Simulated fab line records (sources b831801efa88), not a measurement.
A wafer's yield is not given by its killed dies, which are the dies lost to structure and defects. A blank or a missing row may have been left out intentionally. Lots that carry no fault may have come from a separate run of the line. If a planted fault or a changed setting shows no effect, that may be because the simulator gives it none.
A struck lot beside a sound one + flow sky130 + 16 out of 708 route steps
Sound: these wafers, L387.3, L387.4, L387.5. Wafers L386.2, L386.5, L386.6 were the ones struck. Last of all comes the cause.
Each step with rows lists, per side, the tool, then ch with its chambers, then its first start. Under that, the readings that differ: sound wafers + struck wafers + difference of the means + sigmas: that difference in standard deviations of wafers without a fault.
alike: readings whose means differ by less than 2 such deviations, and words and numbers that are the same on both sides. not compared: withheld readings, readings that some wafer has no value for, bounds like >300 that may hide the same value, and numbers for which the record gives no deviation and whose values overlap.
The two part at a step that has a row with sigmas, a row that says differs or no value, or rows on one side only. Numbers that don't overlap but have no deviation are shown without sigmas and don't part them. A reading that every wafer of one side lacks parts them only if that side has two wafers or more.

first, 5 steps without rows for these wafers: SKY_SONOS_TUNNEL_COAT_02 (resist thk 1140 nm); SKY_SONOS_TUNNEL_SOFTBAKE_03 (time 60 s); SKY_SONOS_TUNNEL_EXPOSE_04 (exposes mask TUNM, target cd 410 nm); SKY_SONOS_TUNNEL_PEB_05; SKY_SONOS_TUNNEL_DEVELOP_06 (develop time 60 s).
SKY_SONOS_TUNNEL_CD_MEAS_07 targets a cd of 410 nm.
  struck on cd sem-02, day 17 00:56; sound on cd sem-02, day 17 10:36
  alike: cd nm
SKY_SONOS_TUNNEL_OVL_MEAS_08:
  struck on overlay-02, day 17 01:02; sound on overlay-01, day 17 10:41
  alike: SONOS_TUNNEL_OVL
then, 3 steps without rows for these wafers: SKY_SONOS_TUNNEL_IMPLANT_09; SKY_SONOS_TUNNEL_WET_ETCH_10 (etches SiO2 in dHF, target depth 14 nm, time 280 s); SKY_SONOS_TUNNEL_STRIP_11 (strips in SPM, time 600 s).
SKY_SONOS_TUNNEL_TW_MEAS_12:
  struck on film metro-02, day 17 01:29; sound on film metro-04, day 17 11:10
| reading         | sound             | struck            | difference | sigmas |
|-----------------|-------------------|-------------------|------------|--------|
| SONOS_TUNNEL_TW | 199.1 198.5 198.4 | 193.5 193.4 192.8 | -5.4       | -3     |
then, 1 step without rows for these wafers: SKY_SONOS_TUNNEL_CLEAN_13 (cleans in dHF, time 20 s).
SKY_SONOS_ONO_OXIDATION_00: stabilise 600 s, purge 300 s, target thk 2.6 nm.
  sound on furnace-01 ch 0, day 17 13:14; struck on furnace-02 ch 0, day 17 03:18
| reading                                          | sound             | struck            | difference | sigmas |
|--------------------------------------------------|-------------------|-------------------|------------|--------|
| zone power centre pct (%)                        | 12.9 12.8 13.0    | 15.4 16.0 15.8    | +2.8       | +2     |
| model.SiO2_of_SONOS_ONO_OXIDATION_00.thk nm (nm) | 2.639 2.665 2.651 | 3.462 3.495 3.469 | +0.824     |        |
  alike: ox temp c max
SKY_SONOS_ONO_THK_MEAS_01:
  struck on film metro-03, day 17 04:39; sound on film metro-02, day 17 14:37
| reading                      | sound          | struck         | difference | sigmas |
|------------------------------|----------------|----------------|------------|--------|
| SONOS_ONO_OXIDATION_THK (nm) | 2.64 2.65 2.65 | 3.51 3.51 3.50 | +0.86      | +15    |
then, 1 step without rows for these wafers: SKY_SONOS_ONO_CVD_02 (deposits Si3N4 from DCS/NH3, target thk 10.5 nm, time 180 s).
-- a jump in the record: the struck wafers' starts before and after are 33 days apart (it breaks off in module SONOS_ONO and resumes in module PAD_OPEN, where the first step shown is number 708 of the route) --
SKY_PAD_OPEN_PROBE_99:
  struck on prober-01, day 50 01:23; sound on prober-02, day 50 05:43
| reading                                 | sound                   | struck                  | difference | sigmas |
|-----------------------------------------|-------------------------|-------------------------|------------|--------|
| killed_at_M0_to_M3                      | 34 30 34                | 46 49 53                | +17        | +3     |
| killed dies                             | 75 69 72                | 86 96 99                | +22        | +3     |
| model.etest.sonos erased.drive ua um    | 204.4 192.4 143.2       | 19.64 19.63 19.82       | -160.30    |        |
| model.etest.sonos uncharged.r on ohm um | 809.4 811.7 800.3       | 865.3 858.5 852.6       | +51.7      |        |
| model.etest.sonos erased.vt v (V)       | -2.275 -2.245 -2.215    | -0.3796 -0.3831 -0.3725 | +1.8666    |        |
| model.etest.cap ono.gate log10 a cm2    | -7.909 -8.04 -8.036     | -9.174 -9.118 -9.026    | -1.111     |        |
| model.etest.cap ono.gate bv v (V)       | 16.3 16.56 16.16        | 17.51 17.52 17.49       | +1.17      |        |
| model.etest.cap ono.tox acc nm (nm)     | 12.95 12.98 12.91       | 13.88 13.8 13.76        | +0.87      |        |
| model.etest.sonos programmed.vt v (V)   | 1.432 1.405 1.442       | 0.9324 0.9817 1.03      | -0.4450    |        |
| model.etest.sonos baked.vt less v (V)   | -0.5205 -0.4758 -0.4811 | -0.1945 -0.1695 -0.2725 | +0.2803    |        |
  alike: killed_at_M4_up, killed at contacts, killed at front end, killed at other, killed open, killed short

WHERE THEY PART
First at SKY_SONOS_TUNNEL_TW_MEAS_12; last, within this record, at SKY_PAD_OPEN_PROBE_99.

WHY: whatever the simulator had introduced
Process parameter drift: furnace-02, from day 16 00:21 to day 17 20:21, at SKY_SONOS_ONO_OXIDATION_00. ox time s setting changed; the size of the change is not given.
